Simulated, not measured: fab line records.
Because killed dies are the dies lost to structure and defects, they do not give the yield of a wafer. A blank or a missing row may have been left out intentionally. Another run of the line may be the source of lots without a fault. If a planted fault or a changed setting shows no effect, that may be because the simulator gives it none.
Which tool is to blame?	flow gf180mcu	13 lots, 39 wafers sampled, at 4 steps of a route of 602

WHAT EACH GAUGE READ, for each wafer
GF_STI_THK_MEAS_22. Usual: STI_OXIDATION_01_THK typically reads 15.01 nm, with standard deviation 0.23.
lot	measured	on	STI_OXIDATION_01_THK (nm)	flag
L105	day 2 04:02	film_metro-01	15.03 15.06 14.91	
L106	day 2 09:02	film_metro-02	14.60 14.71 14.85	
L107	day 2 14:12	film_metro-01	14.93 15.02 14.97	
L108	day 2 19:00	film_metro-03	15.13 15.44 15.09	
L109	day 3 01:42	film_metro-03	15.23 15.18 14.97	
L118	day 4 23:10	film_metro-02	15.24 15.39 15.09	
L122	day 5 18:12	film_metro-03	14.77 14.88 14.81	
L123	day 6 01:02	film_metro-01	15.22 15.36 15.28	
L124	day 6 04:37	film_metro-03	14.78 14.83 14.67	
L125	day 6 10:41	film_metro-03	15.18 15.33 15.08	
L126	day 6 16:22	film_metro-02	15.16 15.14 15.30	
L127	day 6 22:07	film_metro-01	14.55 14.68 14.66	
L128	day 7 03:01	film_metro-02	14.77 14.83 14.94	

GF_STI_THK_MEAS_24. Usual: STI_CVD_23_THK typically reads 651 nm, with standard deviation 9.
lot	measured	on	STI_CVD_23_THK (nm)	flag
L105	day 2 04:10	film_metro-03	650 654 658	
L106	day 2 09:10	film_metro-03	658 649 654	
L107	day 2 14:20	film_metro-02	649 651 635	
L108	day 2 19:08	film_metro-01	660 655 660	
L109	day 3 01:50	film_metro-01	654 658 654	
L118	day 4 23:18	film_metro-02	628 639 634	
L122	day 5 18:20	film_metro-01	658 643 644	
L123	day 6 01:10	film_metro-02	656 647 652	
L124	day 6 04:45	film_metro-01	645 651 648	
L125	day 6 10:49	film_metro-01	656 653 658	
L126	day 6 16:31	film_metro-03	636 637 636	
L127	day 6 22:16	film_metro-03	646 647 643	
L128	day 7 03:10	film_metro-03	654 651 656	

GF_VT_IMPLANT_TW_MEAS_21. Usual: VT_IMPLANT_2_TW typically reads 1219, with standard deviation 18.
lot	measured	on	VT_IMPLANT_2_TW	flag
L105	day 6 06:51	film_metro-03	1215 1211 1217	
L106	day 6 13:26	film_metro-03	1216 1214 1210	
L107	day 6 18:58	film_metro-01	1248 1245 1243	
L108	day 7 01:29	film_metro-03	1215 1222 1214	
L109	day 7 07:04	film_metro-04	1219 1221 1208	
L118	day 9 14:59	film_metro-04	1203 1210 1209	
L122	day 10 15:08	film_metro-04	1197 1200 1201	
L123	day 10 23:04	film_metro-01	1248 1251 1254	
L124	day 11 06:17	film_metro-01	1248 1243 1240	
L125	day 11 13:16	film_metro-03	1219 1210 1220	
L126	day 11 18:01	film_metro-04	1192 1200 1188	
L127	day 12 02:16	film_metro-01	1236 1244 1236	
L128	day 12 08:43	film_metro-03	1211 1220 1221	

WHAT TOOL EACH LOT RAN ON (gives the tool, then ch and the chambers of the sampled wafers, and finally the start)
lot	GF_STI_ETCH_14
L105	rie_si-01 ch 1,2,3, day 2 02:20
L106	rie_si-01 ch 0,2,3, day 2 06:26
L107	rie_si-01 ch 0,2,3, day 2 12:32
L108	rie_si-01 ch 0,2, day 2 17:20
L109	rie_si-01 ch 1,2,3, day 3 00:02
L118	rie_si-02 ch 0,1, day 4 21:29
L122	rie_si-01 ch 2,3, day 5 16:32
L123	rie_si-01 ch 2,3, day 5 23:23
L124	rie_si-02 ch 0,1, day 6 02:56
L125	rie_si-02 ch 2,3, day 6 09:02
L126	rie_si-02 ch 1,2,3, day 6 14:08
L127	rie_si-02 ch 2,3, day 6 19:20
L128	rie_si-02 ch 0,1,3, day 7 00:20
- GF_STI_ETCH_14: etches Si in HBr/Cl2/O2, target depth 360 nm, time 102.9 s.

AS READ BY THE TOOLS THEMSELVES (means over the sampled wafers that have a number; for cases with no such wafer, the mark the record gives instead)
GF_STI_ETCH_14. Usual: O2_flow_sccm 5.999 sccm, standard deviation 0.017; drypump_motor_current_A 6.0 A, standard deviation 0.36; oes_product_au 1.000 a.u., standard deviation 0.011; rf_fwd_power_W 596.8 W, standard deviation 2; throttle_valve_pct 25.655 %, standard deviation 0.012.
lot	tool	O2_flow_sccm (sccm)	drypump_motor_current_A (A)	oes_product_au (a.u.)	rf_fwd_power_W (W)	throttle_valve_pct (%)	flag
L105	rie_si-01	6.004	6.0	1.003	596.3	25.649	
L106	rie_si-01	5.994	5.9	0.996	595.8	25.648	
L107	rie_si-01	6.013	5.9	1.001	597.2	25.649	
L108	rie_si-01	6.014	5.6	0.941	501.7	25.682	OFF
L109	rie_si-01	5.991	6.1	0.954	502.9	25.675	OFF
L118	rie_si-02	5.987	5.9	1.006	595.9	25.654	
L122	rie_si-01	5.994	5.6	0.999	596.2	25.640	
L123	rie_si-01	6.000	5.9	1.007	596.0	25.653	
L124	rie_si-02	5.988	5.8	1.007	595.5	25.652	
L125	rie_si-02	6.011	6.4	0.990	596.5	25.658	
L126	rie_si-02	5.996	6.1	0.999	596.6	25.652	
L127	rie_si-02	6.016	6.3	0.986	596.8	25.669	
L128	rie_si-02	5.993	6.0	1.001	596.6	25.656	

THE ANSWER, worked out from the rows above alone
Rule: lot off if the mean of its wafers having a number is beyond 3 standard deviations from the usual mean. A lot without any number at a reading at which 4 lots or more have one is off too. The other lots that the step has rows for count as sound. Order of review: gauges by route order, followed by the tools' own readings, for which a lot's mean as printed above is used. The first step at which some lot is off is used, and at that step the reading that is off furthest; a lot without a number counts as furthest.
Off: L108, L109 (GF_STI_ETCH_14, rf_fwd_power_W).
If a tool, at that step or one of the process steps before it, ran each lot that is off and ran no sound lot following the first of them, it fits. Not one of the candidates tried fits.

WHAT THE SIMULATOR HAD INSERTED
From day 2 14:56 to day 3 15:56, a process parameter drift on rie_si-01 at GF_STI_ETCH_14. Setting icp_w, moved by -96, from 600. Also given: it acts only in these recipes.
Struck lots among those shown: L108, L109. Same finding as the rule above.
